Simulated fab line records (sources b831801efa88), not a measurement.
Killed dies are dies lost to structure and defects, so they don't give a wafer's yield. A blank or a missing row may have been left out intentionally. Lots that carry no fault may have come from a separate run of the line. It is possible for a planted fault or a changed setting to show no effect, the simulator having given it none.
Code-filled problem report in 8D (eight disciplines) form :: flow gf180mcu :: the parts of the form that need people (team, actions taken, sign-off) are left out

== 1. WHAT IS WRONG ==
V3_CVD_00_THK at GF_V3_THK_MEAS_01 reads a mean of 891 nm on 3 wafers of 2 lots; wafers without a fault read 599 nm with a standard deviation of 6.8. Relative to the usual mean, that is a shift of +43 standard deviations.
The first sign was on wafer L980.1 at day 26 10:07, on film_metro-02. The record holds 39 wafers of 13 lots with a number at this step. By rule, "out" or "out of limits" means more than 4 standard deviations away from the usual mean. The other wafers with a number count as sound.

== 2. WHAT IT IS, AND WHAT IT ISN'T ==
question: which readings at this step
is: V3_CVD_00_THK
is not: -

question: which lots
is: L980, L982
is not: L966, L967, L968, L970, L971, L972, L974, L977, L978, L981, L986

question: which wafers of those lots
is: L980.1, L982.1, L982.4
is not: L980.5, L980.6, L982.2

question: read on which gauges
is: film_metro-02, film_metro-03
is not: film_metro-01

question: when
is: from day 26 10:07
is not: up to then (29 sound wafers); but 7 sound wafers of L981, L982, L986 came after

== 3. WHAT RULES OUT EACH SUSPECT ==
Counting: if a tool at a process step up to the reading ran every lot that is out, it stays a suspect. Sound lots after the first of them don't rule it out here, since some wafers of a struck lot are sound.
- the gauge at GF_V3_THK_MEAS_01 is ruled out. Those wafers that are out were read across 2 gauges (film_metro-02, film_metro-03).
- hdpcvd-02 at GF_V3_CVD_00 (deposits SiO2, target thk 600 nm, time 100 s): kept. It processed each lot that is out (first: L980, day 26 10:02); up to then, its last sound lot is L978 (day 25 23:02). On those wafers its own readings are out: sih4_flow_sccm.
- At GF_V3_CVD_00, inside hdpcvd-02: chamber 0 took the wafers that are out, while their sound lot-mates went through chambers 1, 2.
The count leaves hdpcvd-02 at GF_V3_CVD_00.

== 4. THE CAUSE (what the simulator had put in) ==
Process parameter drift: hdpcvd-02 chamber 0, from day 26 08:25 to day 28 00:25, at GF_V3_CVD_00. A move of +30 in setting sih4_flow_sccm, from 60. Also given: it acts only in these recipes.
This tool alone remained once counting was done.

== 5. SEQUENCE OF EFFECTS, ordered by route ==
Each row: a reading whose mean over the struck wafers that have a number lies more than 3 standard deviations from the usual. Only readings whose record carries a usual standard deviation are examined. hours: median over the lots of the time between each lot's start at the first step of this table that gives one and its start at this step. sigmas: the change, counted in usual standard deviations.
hours: 0
step: GF_V3_CVD_00
reading: sih4_flow_sccm
usual: 60.00 sccm
on struck wafers: 90.00
change: +30.00
sigmas: +99 or more

hours: 0
step: GF_V3_THK_MEAS_01
reading: V3_CVD_00_THK
usual: 599 nm
on struck wafers: 891
change: +292
sigmas: +43
It contains these process steps:
- GF_V3_CVD_00: deposits SiO2, target thk 600 nm, time 100 s.

== 6. WHAT WOULD HAVE CAUGHT IT SOONER ==
The first out-of-limits reading at a measuring or inspecting step in this record came at day 26 10:07, 2 hours after the fault's start at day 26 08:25.
The tool's own readings at GF_V3_CVD_00 were out on every struck wafer that the step has a row for (sih4_flow_sccm): an alarm limit on them would have fired on the first of those.
Lots out: 2; of these, L982 started GF_V3_CVD_00 on hdpcvd-02 after day 26 10:07. Holding the tool at that time would have saved it.
